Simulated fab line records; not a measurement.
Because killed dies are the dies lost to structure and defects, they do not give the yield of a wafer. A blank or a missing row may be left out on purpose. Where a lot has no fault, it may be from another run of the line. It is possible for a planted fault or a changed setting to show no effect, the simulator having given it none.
What tool caused it? | flow gf180mcu | Sampling: 14 lots, 42 wafers, 4 of 602 route steps

WHAT THE GAUGES READ, wafer by wafer
GF_VT_IMPLANT_TW_MEAS_21.
lot  | measured     | on            | VT_IMPLANT_2_TW
L158 | day 6 08:15  | film_metro-02 | 1222 1224 1222
L159 | day 6 14:56  | film_metro-04 | 1232 1232 1224
L160 | day 6 16:49  | film_metro-01 | 1237 1236 1235
L161 | day 7 01:25  | film_metro-04 | 1232 1232 1239
L162 | day 7 09:17  | film_metro-01 | 1241 1242 1240
L164 | day 7 19:47  | film_metro-01 | 1233 1237 1244
L167 | day 8 15:37  | film_metro-01 | 1235 1227 1232
L169 | day 9 05:25  | film_metro-01 | 1237 1237 1239
L170 | day 9 12:20  | film_metro-01 | 1233 1234 1242
L171 | day 9 15:19  | film_metro-01 | 1233 1233 1237
L178 | day 11 16:07 | film_metro-04 | 1217 1217 1225
L179 | day 12 02:47 | film_metro-04 | 1225 1236 1226
L180 | day 12 09:49 | film_metro-02 | 1215 1212 1215
L181 | day 12 16:07 | film_metro-04 | 1222 1224 1231

GF_DUAL_GATE_OVL_MEAS_11.
lot  | measured     | on         | DUAL_GATE_OVL (nm)
L158 | day 8 11:35  | overlay-01 | -0.6 0.2 0.8
L159 | day 8 18:13  | overlay-01 | 1.8 -0.3 -0.7
L160 | day 8 19:39  | overlay-02 | -2.9 -1.9 -0.9
L161 | day 9 04:22  | overlay-02 | 0.4 0.0 -1.8
L162 | day 9 14:05  | overlay-01 | 0.0 0.3 0.0
L164 | day 10 01:13 | overlay-02 | -0.5 -2.8 -1.9
L167 | day 10 23:05 | overlay-01 | -1.1 -0.1 -0.1
L169 | day 11 14:53 | overlay-01 | 0.5 0.3 0.7
L170 | day 11 21:47 | overlay-01 | 0.5 -0.9 0.2
L171 | day 12 01:18 | overlay-01 | 1.1 2.9 -0.5
L178 | day 14 07:23 | overlay-02 | 1.7 0.1 -0.8
L179 | day 14 17:07 | overlay-01 | 0.4 -0.7 -0.1
L180 | day 15 02:15 | overlay-02 | -2.8 -0.2 -1.5
L181 | day 15 10:14 | overlay-02 | -1.8 1.1 2.6

GF_POLY_GATE_THK_MEAS_17.
lot  | measured     | on            | POLY_GATE_OXIDATION_THK (nm)
L158 | day 9 09:19  | film_metro-03 | 3.99 4.02 4.03
L159 | day 9 17:19  | film_metro-03 | 4.06 4.00 4.02
L160 | day 9 18:39  | film_metro-01 | 3.98 4.04 4.05
L161 | day 10 03:13 | film_metro-01 | 4.02 4.04 4.10
L162 | day 10 12:51 | film_metro-04 | 4.02 4.01 4.00
L164 | day 10 23:49 | film_metro-03 | 3.98 4.02 4.01
L167 | day 11 22:43 | film_metro-01 | 3.92 3.90 3.93
L169 | day 12 15:26 | film_metro-01 | 3.99 3.87 3.92
L170 | day 12 23:14 | film_metro-03 | 3.98 4.03 4.00
L171 | day 13 04:23 | film_metro-04 | 3.97 3.94 4.03
L180 | day 16 05:13 | film_metro-03 | 3.87 3.96 3.79
L181 | day 16 13:43 | film_metro-03 | 3.87 3.87 3.92

WHICH TOOL RAN EACH LOT (tool, then ch and the chambers of the sampled wafers, then the start)
lot  | GF_DUAL_GATE_STRIP_13
L158 | plasma_asher-02 ch 1, day 8 11:42
L159 | plasma_asher-02 ch 0,1, day 8 18:20
L160 | plasma_asher-03 ch 0, day 8 19:46
L161 | plasma_asher-02 ch 0,1, day 9 04:30
L162 | plasma_asher-03 ch 0,1, day 9 14:12
L164 | plasma_asher-04 ch 0,1, day 10 01:20
L167 | plasma_asher-03 ch 0,1, day 10 23:14
L169 | plasma_asher-03 ch 0,1, day 11 15:00
L170 | plasma_asher-03 ch 0,1, day 11 21:55
L171 | plasma_asher-02 ch 0,1, day 12 01:25
L178 | plasma_asher-03 ch 0,1, day 14 07:29
L179 | plasma_asher-02 ch 0,1, day 14 17:16
L180 | plasma_asher-04 ch 0,1, day 15 02:22
L181 | plasma_asher-03 ch 0,1, day 15 10:21
- GF_DUAL_GATE_STRIP_13: strips in O2/N2.

WHAT THE TOOLS THEMSELVES READ (means of the sampled wafers that have a number; where no wafer has one, the mark that the record gives instead)
GF_DUAL_GATE_STRIP_13.
lot  | tool            | chamber_pressure_mTorr (mTorr) | drypump_motor_current_A (A) | heater_power_w (W) | oes_product_au (a.u.) | strip_time_to_endpoint_s (s)
L158 | plasma_asher-02 | 1499.8                         | 5.0                         | 372                | 0.722                 | 12.68
L159 | plasma_asher-02 | 1499.6                         | 5.1                         | 350                | 0.715                 | 12.64
L160 | plasma_asher-03 | 1499.0                         | 6.1                         | 267                | 0.711                 | 12.68
L161 | plasma_asher-02 | 1499.0                         | 5.1                         | 352                | 0.714                 | 12.64
L162 | plasma_asher-03 | 1498.3                         | 6.0                         | 287                | 0.716                 | 12.63
L164 | plasma_asher-04 | 1497.8                         | 6.0                         | 323                | 0.717                 | 12.64
L167 | plasma_asher-03 | 1499.0                         | 5.9                         | 306                | 0.718                 | 12.61
L169 | plasma_asher-03 | 1500.8                         | 5.9                         | 306                | 0.713                 | 12.63
L170 | plasma_asher-03 | 1500.2                         | 5.9                         | 313                | 0.712                 | 12.68
L171 | plasma_asher-02 | 1500.4                         | 5.2                         | 337                | 0.717                 | 12.69
L178 | plasma_asher-03 | -                              | -                           | -                  | -                     | -
L179 | plasma_asher-02 | -                              | -                           | -                  | -                     | -
L180 | plasma_asher-04 | 1501.0                         | 5.6                         | 333                | 0.715                 | 12.64
L181 | plasma_asher-03 | 1499.7                         | 5.9                         | 305                | 0.718                 | 12.64

THE ANSWER, worked out from the rows above alone
Rule: the usual values come from the lots themselves. The widest of any qualifying gaps counts: lots, ordered by their means at a reading, are off when they make up no more than a third of the lots, leave a main group of 4 or more, and stand apart from it by 3 or more times the standard deviation of that group's means. A main group whose means are all the same, to the digits that the tables above print for the reading, isn't used. A lot without any number at a reading at which 4 lots or more have one is off too. Any other lot the step has rows for is counted as sound. The gauges are gone through in route order, then the tools' own readings, and for those a lot's mean is taken as printed above. The first step at which some lot is off is used, and at that step the reading that is off furthest; a lot without a number counts as furthest.
Off: L178, L179, at GF_DUAL_GATE_STRIP_13 (chamber_pressure_mTorr). Without a number there: L178, L179. Main group: mean 1499.5 mTorr, sd 0.93.
If a tool, at that step or one of the process steps before it, ran each lot that is off and ran no sound lot following the first of them, it fits. Of those tried, none fits.

WHAT WAS PUT IN BY THE SIMULATOR
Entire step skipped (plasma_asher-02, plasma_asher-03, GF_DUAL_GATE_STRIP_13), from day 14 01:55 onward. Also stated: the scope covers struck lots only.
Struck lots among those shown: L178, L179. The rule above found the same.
